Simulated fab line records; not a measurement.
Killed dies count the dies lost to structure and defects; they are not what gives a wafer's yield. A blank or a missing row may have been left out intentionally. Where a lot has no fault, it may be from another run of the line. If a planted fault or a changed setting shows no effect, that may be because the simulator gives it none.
fab line records	flow sky130
[record] lots = 5	wafers = 15	last_day = 49
route steps=708 shown LOCAL_INTERCONNECT@394 CONTACT@406 PAD_OPEN@708
lots with no fault: from the same line, run without faults
start_h: the number of hours between the record's first day and the start of the first shown wafer of the lot	wait_h: hours from the lot's prior step to this one	" unchanged from the row above	L1.1+2: a single row standing in for several wafers	- no value, or no start was given	* or withheld: withheld	< > ~ a bound
route shown NAME@n: NAME is a module with steps in the file, n the number in the route of the first one	usual: mean/standard deviation of fault-free wafers	same: alike in all rows	chamber/n: place in a boat	sites: each site's reading	_std_site: how widely they spread, as a standard deviation	_edge_site: mean of outer sites minus mean of inner sites	radius_mm: how far each site lies from the wafer's centre	mask NAME#n: copy n	behind: the last tool/chamber to shape the wafer	hold: cause of the lot's hold/its duration in hours/its outcome	device: the transistor (n, p or np) that didn't switch	end of line: tests of these same wafers at the route's end	a step given without rows: its recipe and nothing more	killed: count of dies lost to structure and defects at first sort (not the wafer's yield)	map: a wafer's dies, x killed, . not, _ none there
set.NAME: the setting that was run; set.NAME@STEP: the one run at that earlier step	model.NAME: the simulator's own value behind a step, which no gauge read
lots seen at some steps along the route; tables by step, rows by wafer
services: the hour from which a tool's chamber was out of use, counted from the record's first day as start_h (under 0 if before that day), plus the number of hours and why
[[steps]]
[step SKY_LOCAL_INTERCONNECT_SOFTBAKE_07]
[recipe] temp_c = 100	time_s = 90	resist = KrF-thick
[step SKY_LOCAL_INTERCONNECT_EXPOSE_08]
[recipe] mask_id = LI1M	na = 0.8	source_shape = annular	sigma_inner = 0.55	sigma_outer = 0.85	target_cd_nm = 170	dose_mj = 28
[step SKY_LOCAL_INTERCONNECT_PEB_09]
[recipe] peb_temp_c = withheld	peb_time_s = withheld	resist = KrF-thick
[step SKY_LOCAL_INTERCONNECT_DEVELOP_10]
[recipe] develop_time_s = 60	resist = KrF-thick	dev_temp_c = 21
[step SKY_LOCAL_INTERCONNECT_ETCH_13]
[recipe] chemistry = N2/H2	target = BARC	ion_energy_ev = 200	bias_w = 100	pressure_mtorr = 30	n2_flow_sccm = 100	h2_flow_sccm = 200	icp_w = 500	stop_on = SiO2	time_s = 45.9	target_depth_a = 600
[step SKY_LOCAL_INTERCONNECT_METAL_ETCH_14]
[recipe] target_depth_nm = 110	stop_on = PSG	chemistry = Cl2/BCl3	target = TiN	resist_sidewall_deg = 88	pressure_mtorr = 10	icp_w = 900	bias_w = 48.5	Cl2_flow_sccm = 60	bcl3_flow_sccm = 30	time_s = 31.4
[step SKY_LOCAL_INTERCONNECT_STRIP_15]
[recipe] chemistry = O2/N2	power_w = 1400	pressure_mtorr = 1500	platen_temp_c = withheld	o2_flow_sccm = 3000	n2_flow_sccm = 300	overash_fraction = 0.5
[step SKY_LOCAL_INTERCONNECT_STRIP_16]
[recipe] chemistry = post_etch_residue_remover	time_s = 1200	temp_c = 72.5
[step SKY_LOCAL_INTERCONNECT_CLEAN_17]
[recipe] chemistry = IPA	time_s = 180	temp_c = 25
[step SKY_LOCAL_INTERCONNECT_CLEAN_18]
[recipe] chemistry = O3/DIW	dry = n2_spin
[step SKY_CONTACT_CVD_00]
[recipe] material = Si3N4	target_thk_nm = 75	temp_c = 400	time_s = withheld	rf_w = 450
[usual] heater_power_w = 714/88
lot.wafer	tool	chamber	start_h	wait_h	heater_power_w
L624.2	pecvd-03	2	731.13	0.0	651
L624.3	"	0	"	"	590
L624.4	"	2	"	"	686
L626.1	pecvd-04	0	741.64	0.0	765
L626.5	"	2	"	"	722
L626.6	"	1	"	"	723
L626.1	pecvd-04	0	741	-	772
L626.5	"	2	"	"	735
L626.6	"	1	"	"	727
L627.3	pecvd-01	1	744.37	0.0	653
L627.4	"	0	"	"	672
L627.5	"	2	"	"	972
L627.3	pecvd-01	1	744	-	660
L627.4	"	0	"	"	656
L627.5	"	2	"	"	945
L634.3	pecvd-04	1	802.75	0.0	798
L634.4	"	2	"	"	672
L634.5	"	1	"	"	802
L634.3	pecvd-04	1	802	-	785
L634.4	"	2	"	"	694
L634.5	"	1	"	"	792
L640.1	pecvd-04	2	849.68	0.0	726
L640.2	"	1	"	"	810
L640.3	"	0	"	"	794
[step SKY_CONTACT_THK_MEAS_01]
[recipe] reads = Si3N4_of_CONTACT_CVD_00
[usual] CONTACT_CVD_00_THK = 75.0/0.82
lot.wafer	tool	chamber	start_h	wait_h	CONTACT_CVD_00_THK[nm]
L624.2	film_metro-02	-	731.18	-	73.4
L624.3	"	-	"	"	74.4
L624.4	"	-	"	"	75.7
L626.1	film_metro-01	-	741.87	-	148.9
L626.5	"	-	"	"	150.2
L626.6	"	-	"	"	150.8
L627.3	film_metro-02	-	744.63	-	148.0
L627.4	"	-	"	"	151.5
L627.5	"	-	"	"	150.9
L634.3	film_metro-02	-	803.00	-	150.0
L634.4	"	-	"	"	153.3
L634.5	"	-	"	"	152.9
L640.1	film_metro-02	-	849.71	-	74.3
L640.2	"	-	"	"	74.1
L640.3	"	-	"	"	74.4
[step SKY_CONTACT_HDPCVD_02]
[recipe] material = SiO2	target_thk_nm = 565	sigma_open_frac = 0.3	time_s = 94.2	temp_c = 600	sih4_flow_sccm = 60	pressure_mtorr = 6
[step SKY_CONTACT_CMP_04]
[recipe] material = SiO2	down_force_psi = 4	platen_rpm = 60	pad_velocity_m_s = 0.94248
[step SKY_CONTACT_DEHYDRATE_06]
[recipe] temp_c = 200	time_s = 60
[step SKY_CONTACT_HMDS_07]
[recipe] prime_time_s = 60	prime_temp_c = 120
[step SKY_CONTACT_COAT_08]
[recipe] resist = BARC	temp_c = withheld	time_s = withheld	spin_rpm = 3000	resist_thk_nm = 60
[step SKY_CONTACT_COAT_09]
[recipe] resist = KrF-thick	spin_rpm = 3000	resist_thk_nm = 450
[step SKY_CONTACT_SOFTBAKE_10]
[recipe] temp_c = 100	time_s = 88.25	resist = KrF-thick
[step SKY_CONTACT_EXPOSE_11]
[recipe] mask_id = CTM1	na = 0.8	source_shape = annular	sigma_inner = 0.55	sigma_outer = 0.85	target_cd_nm = 170	dose_mj = 38
[step SKY_CONTACT_PEB_12]
[recipe] peb_temp_c = withheld	peb_time_s = withheld	resist = KrF-thick
[step SKY_CONTACT_DEVELOP_13]
[recipe] develop_time_s = 60	resist = KrF-thick	dev_temp_c = 21
[step SKY_CONTACT_ETCH_16]
[recipe] chemistry = N2/H2	target = BARC	ion_energy_ev = 200	source_w = 500	bias_w = 100	pressure_mtorr = 30	n2_flow_sccm = 100	h2_flow_sccm = 200	stop_on = SiO2	time_s = 45.9	target_depth_a = 600
[step SKY_CONTACT_ETCH_17]
[recipe] target = SiO2	chemistry = C4F8/O2/Ar	stop_on = Si3N4	mask_material = KrF-thick	source_w = 1500	bias_w = 1200	pressure_mtorr = 40	c4f8_flow_sccm = withheld	O2_flow_sccm = 6	Ar_flow_sccm = 300	time_s = withheld	target_depth_a = 3400
[step SKY_CONTACT_ETCH_18]
[recipe] target = Si3N4	chemistry = CHF3/O2	stop_on = TiN	source_w = 600	bias_w = 200	pressure_mtorr = 40	chf3_flow_sccm = 50	O2_flow_sccm = 5	time_s = 39	target_depth_a = 750
[usual] drypump_motor_current_A = 5.9/0.57	oes_product_au = 0.855/0.007	throttle_valve_pct = 8.792/0.0091
lot.wafer	tool	chamber	start_h	wait_h	drypump_motor_current_A	oes_product_au	rf_hours_counter_h	throttle_valve_pct	model.etch.depth_nm
L624.2	rie_diel-03	1	-	-	6.2	0.848	0	8.800	73.43
L624.3	"	3	"	"	5.2	0.855	31	8.787	74.47
L624.4	"	2	"	"	6.5	0.863	12	8.799	75.65
L626.1	rie_diel-01	1	-	-	6.3	0.996	13	8.838	97.8
L626.5	"	3	"	"	6.1	1.021	-	8.828	99.95
L626.6	"	0	"	"	5.7	1.008	-	8.839	98.67
L627.3	rie_diel-03	1	-	-	6.2	0.986	1	8.829	95.33
L627.4	"	3	"	"	5.2	0.996	32	8.820	96.38
L627.5	"	3	"	"	5.2	0.983	-	8.822	96.09
L634.3	rie_diel-03	2	-	-	6.5	0.995	14	8.833	97.05
L634.4	"	3	"	"	5.2	0.982	33	8.825	96.21
L634.5	"	0	"	"	4.6	0.987	-	8.832	95.81
L640.1	rie_diel-03	1	-	-	6.2	0.844	4	8.784	74.34
L640.2	"	2	"	"	6.5	0.838	15	8.779	74.12
L640.3	"	3	"	"	5.2	0.848	1	8.795	74.43
[step SKY_CONTACT_STRIP_19]
[recipe] chemistry = O2/N2	power_w = 1429	pressure_mtorr = 1500	platen_temp_c = withheld	o2_flow_sccm = 3000	n2_flow_sccm = 300	overash_fraction = 0.5
[step SKY_PAD_OPEN_PROBE_99]
[usual] killed_at_M0_to_M3 = 43/6.8	killed_at_M4_up = 3.2/1.7	killed_at_contacts = 24/5.6	killed_at_front_end = 15/4.7	killed_at_other = 0.3/0.59	killed_dies = 86/10	killed_on_rim = 16/4	killed_open = 47/6.8	killed_short = 39/6.4
[same] gross_dies = 492	killed_at_back_side = 0
lot.wafer	tool	chamber	start_h	wait_h	killed_at_M0_to_M3	killed_at_M4_up	killed_at_contacts	killed_at_front_end	killed_at_other	killed_dies	killed_on_rim	killed_open	killed_short
L624.2	prober-01	-	1096.95	0.1	44	5	33	19	0	101	26	58	43
L624.3	prober-01	-	1097.00	0.2	42	1	18	15	0	76	15	41	35
L624.4	prober-01	-	1097.05	0.2	48	4	20	25	0	97	17	46	50
L626.1	prober-02	-	1103.96	0.1	47	7	414	24	0	492	96	61	49
L626.5	prober-02	-	1104.16	0.2	44	2	433	13	0	492	96	41	42
L626.6	prober-02	-	1104.21	0.2	41	2	434	15	0	492	96	49	35
L627.3	prober-01	-	1104.31	0.2	42	0	437	10	3	492	96	42	43
L627.4	prober-01	-	1104.36	0.2	59	5	414	13	1	492	96	56	46
L627.5	prober-01	-	1104.41	0.2	40	4	438	10	0	492	96	47	26
L634.3	prober-02	-	1145.41	0.2	40	0	443	9	0	492	96	42	36
L634.4	prober-02	-	1145.46	0.2	50	1	430	11	0	492	96	52	34
L634.5	prober-02	-	1145.51	0.2	45	5	429	13	0	492	96	36	44
L640.1	prober-02	-	1180.56	0.1	43	2	20	16	1	82	14	36	45
L640.2	prober-02	-	1180.61	0.1	29	2	14	17	0	62	14	29	33
L640.3	prober-02	-	1180.66	0.2	39	3	31	14	0	87	16	44	43
// killed by level:class
L624.2 CONTACT:geometric_particle:open=16 VIA1:geometric_particle:open=8 LI_CONTACT:geometric_particle:open=7 FIELD_ISO:geometric_particle:short=6 CONTACT:geometric_particle:short=6 VIA3:geometric_particle:open=6 METAL1:geometric_particle:short=5 VIA1:geometric_particle:short=5
L624.3 VIA1:geometric_particle:open=15 FIELD_ISO:geometric_particle:open=6 LI_CONTACT:geometric_particle:open=6 CONTACT:geometric_particle:open=6 POLY_GATE:geometric_particle:short=5 METAL1:geometric_particle:short=5 VIA2:geometric_particle:short=5 VIA3:geometric_particle:short=4
L624.4 FIELD_ISO:geometric_particle:short=9 VIA3:geometric_particle:open=8 VIA2:geometric_particle:open=7 CONTACT:geometric_particle:short=7 CONTACT:geometric_particle:open=7 METAL1:geometric_particle:short=7 METAL2:geometric_particle:short=7 VIA1:geometric_particle:open=6
L626.1 CONTACT:area_etch=382 CONTACT:geometric_particle:open=11 VIA1:geometric_particle:open=11 VIA2:geometric_particle:open=8 CONTACT:geometric_particle:short=7 VIA3:geometric_particle:open=6 LI_CONTACT:geometric_particle:open=6 LOCAL_INTERCONNECT:geometric_particle:short=6
L626.5 CONTACT:area_etch=409 CONTACT:geometric_particle:open=13 METAL1:geometric_particle:short=9 VIA1:geometric_particle:open=8 METAL2:geometric_particle:short=6 VIA2:geometric_particle:short=5 FIELD_ISO:geometric_particle:short=4 POLY_GATE:geometric_particle:open=4
L626.6 CONTACT:area_etch=408 VIA1:geometric_particle:open=9 CONTACT:geometric_particle:open=9 LI_CONTACT:geometric_particle:open=7 VIA1:geometric_particle:short=6 METAL1:geometric_particle:short=5 METAL2:geometric_particle:short=5 FIELD_ISO:geometric_particle:open=4
L627.3 CONTACT:area_etch=406 VIA1:geometric_particle:open=10 CONTACT:geometric_particle:open=9 LOCAL_INTERCONNECT:geometric_particle:short=7 LI_CONTACT:geometric_particle:open=7 CONTACT:geometric_particle:short=6 VIA3:geometric_particle:open=6 METAL2:geometric_particle:short=6
L627.4 CONTACT:area_etch=389 CONTACT:geometric_particle:open=12 VIA1:geometric_particle:open=11 VIA2:geometric_particle:open=10 METAL2:geometric_particle:short=10 VIA3:geometric_particle:open=9 METAL1:geometric_particle:short=6 POLY_GATE:geometric_particle:short=4
L627.5 CONTACT:area_etch=419 VIA1:geometric_particle:open=9 CONTACT:geometric_particle:open=9 VIA2:geometric_particle:open=8 VIA1:geometric_particle:short=8 LI_CONTACT:geometric_particle:open=4 VIA3:geometric_particle:open=4 METAL1:geometric_particle:short=3
L634.3 CONTACT:area_etch=414 CONTACT:geometric_particle:open=11 CONTACT:geometric_particle:short=9 VIA3:geometric_particle:open=9 VIA1:geometric_particle:open=8 LI_CONTACT:geometric_particle:open=5 METAL1:geometric_particle:short=4 VIA2:geometric_particle:open=4
L634.4 CONTACT:area_etch=406 VIA1:geometric_particle:open=15 CONTACT:geometric_particle:open=9 VIA2:geometric_particle:open=8 VIA1:geometric_particle:short=6 VIA3:geometric_particle:open=6 VIA3:geometric_particle:short=5 FIELD_ISO:geometric_particle:open=4
L634.5 CONTACT:area_etch=412 VIA2:geometric_particle:open=8 VIA3:geometric_particle:open=7 FIELD_ISO:geometric_particle:short=6 CONTACT:geometric_particle:short=6 VIA3:geometric_particle:short=6 METAL1:geometric_particle:short=5 VIA1:geometric_particle:open=5
L640.1 METAL2:geometric_particle:short=10 CONTACT:geometric_particle:open=8 VIA1:geometric_particle:open=8 VIA3:geometric_particle:open=8 FIELD_ISO:geometric_particle:short=4 POLY_GATE:geometric_particle:short=4 LI_CONTACT:geometric_particle:short=4 VIA2:geometric_particle:open=4
L640.2 VIA1:geometric_particle:open=7 METAL2:geometric_particle:short=5 FIELD_ISO:geometric_particle:short=4 LI_CONTACT:geometric_particle:open=4 METAL1:geometric_particle:short=4 POLY_GATE:geometric_particle:open=3 POLY_GATE:geometric_particle:short=3 CONTACT:geometric_particle:open=3
L640.3 CONTACT:geometric_particle:open=9 LI_CONTACT:geometric_particle:open=8 POLY_GATE:geometric_particle:short=6 LI_CONTACT:geometric_particle:short=6 VIA3:geometric_particle:open=6 VIA1:geometric_particle:short=5 VIA3:geometric_particle:short=5 LOCAL_INTERCONNECT:geometric_particle:short=4
// map L626.1 (x killed, . not)
__________xxxxxxxxxx_________
________xxxxxxxxxxxxxx_______
______xxxxxxxxxxxxxxxxxx_____
_____xxxxxxxxxxxxxxxxxxxx____
____xxxxxxxxxxxxxxxxxxxxxx___
___xxxxxxxxxxxxxxxxxxxxxxxx__
__xxxxxxxxxxxxxxxxxxxxxxxxxx_
_xxxxxxxxxxxxxxxxxxxxxxxxxxxx
_xxxxxxxxxxxxxxxxxxxxxxxxxxxx
_xxxxxxxxxxxxxxxxxxxxxxxxxxxx
_xxxxxxxxxxxxxxxxxxxxxxxxxxxx
_xxxxxxxxxxxxxxxxxxxxxxxxxxxx
_xxxxxxxxxxxxxxxxxxxxxxxxxxxx
_xxxxxxxxxxxxxxxxxxxxxxxxxxxx
_xxxxxxxxxxxxxxxxxxxxxxxxxxxx
__xxxxxxxxxxxxxxxxxxxxxxxxxx_
___xxxxxxxxxxxxxxxxxxxxxxxx__
____xxxxxxxxxxxxxxxxxxxxxx___
_____xxxxxxxxxxxxxxxxxxxx____
______xxxxxxxxxxxxxxxxxx_____
________xxxxxxxxxxxxxx_______
__________xxxxxxxxxx_________
// map L627.3 (x killed, . not)
__________xxxxxxxxxx_________
________xxxxxxxxxxxxxx_______
______xxxxxxxxxxxxxxxxxx_____
_____xxxxxxxxxxxxxxxxxxxx____
____xxxxxxxxxxxxxxxxxxxxxx___
___xxxxxxxxxxxxxxxxxxxxxxxx__
__xxxxxxxxxxxxxxxxxxxxxxxxxx_
_xxxxxxxxxxxxxxxxxxxxxxxxxxxx
_xxxxxxxxxxxxxxxxxxxxxxxxxxxx
_xxxxxxxxxxxxxxxxxxxxxxxxxxxx
_xxxxxxxxxxxxxxxxxxxxxxxxxxxx
_xxxxxxxxxxxxxxxxxxxxxxxxxxxx
_xxxxxxxxxxxxxxxxxxxxxxxxxxxx
_xxxxxxxxxxxxxxxxxxxxxxxxxxxx
_xxxxxxxxxxxxxxxxxxxxxxxxxxxx
__xxxxxxxxxxxxxxxxxxxxxxxxxx_
___xxxxxxxxxxxxxxxxxxxxxxxx__
____xxxxxxxxxxxxxxxxxxxxxx___
_____xxxxxxxxxxxxxxxxxxxx____
______xxxxxxxxxxxxxxxxxx_____
________xxxxxxxxxxxxxx_______
__________xxxxxxxxxx_________
[[services]]
tool	chamber	start_h	hours	kind
rie_diel-03	1	728.35	-	clean
rie_diel-03	1	728.35	22.2	scheduled_down
rie_diel-03	1	728.35	22.2	vent_cycle
rie_diel-03	-	730.20	2.8	pm
pecvd-03	2	738.63	2.1	scheduled_down
rie_diel-01	1	775.08	2.4	repair
pecvd-04	2	780.03	2.1	scheduled_down
rie_diel-03	3	809.12	12.9	repair
pecvd-03	-	817.55	0.7	repair
pecvd-03	1	818.21	-	clean
pecvd-03	1	818.21	-	consumable_replace:showerhead
pecvd-03	1	818.21	29.0	scheduled_down
pecvd-03	1	818.21	29.0	vent_cycle
pecvd-04	2	827.34	5.5	scheduled_down
rie_diel-03	3	832.59	-	clean
rie_diel-03	3	832.59	26.1	scheduled_down
rie_diel-03	3	832.59	26.1	vent_cycle
pecvd-03	-	862.00	2.8	pm
[[key]]
[first_sign] step = SKY_CONTACT_CVD_00	reading = visit	direction = added
[effect] step = SKY_CONTACT_THK_MEAS_01	reading = CONTACT_CVD_00_THK	direction = up	sigmas = 92	usual = 75.0	struck = 150.7
[effect] step = SKY_CONTACT_ETCH_18	reading = oes_product_au	direction = up	sigmas = 20	usual = 0.855	struck = 0.995
[effect] step = SKY_PAD_OPEN_PROBE_99	reading = killed_at_contacts	direction = up	sigmas = 72	usual = 24	struck = 430
[model_effect] step = SKY_CONTACT_ETCH_18	value = etch.depth_nm	without = 75.05	struck = 97.03
[more_kills_born_at] SKY_CONTACT_ETCH_18@rie_diel-03 = 2446	SKY_CONTACT_ETCH_18@rie_diel-01 = 1199
met_at SKY_CONTACT_CVD_00
struck_wafers L626.1,L626.5,L626.6,L627.3,L627.4,L627.5,L634.3,L634.4,L634.5
later_rows_left_out L626.1,L626.5,L626.6,L627.3,L627.4,L627.5,L634.3,L634.4,L634.5
tester_left_out L626,L627,L634
[fault] kind = repeated_step_whole	tool = pecvd-01,pecvd-03,pecvd-04	chamber = -	onset_h = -	steps = SKY_CONTACT_CVD_00	times = 1	scope = struck_lots_only
// tester_left_out: of these lots the tester's yield and bins aren't shown, on N5 and GAA mostly nor the transistor test; their killed dies are dies lost to structure and defects alone, not to doping, threshold or leakage, so they don't give the yield
// later_rows_left_out: the simulator's readings of these wafers behind a module that went badly wrong aren't trusted and aren't shown, but for the sort
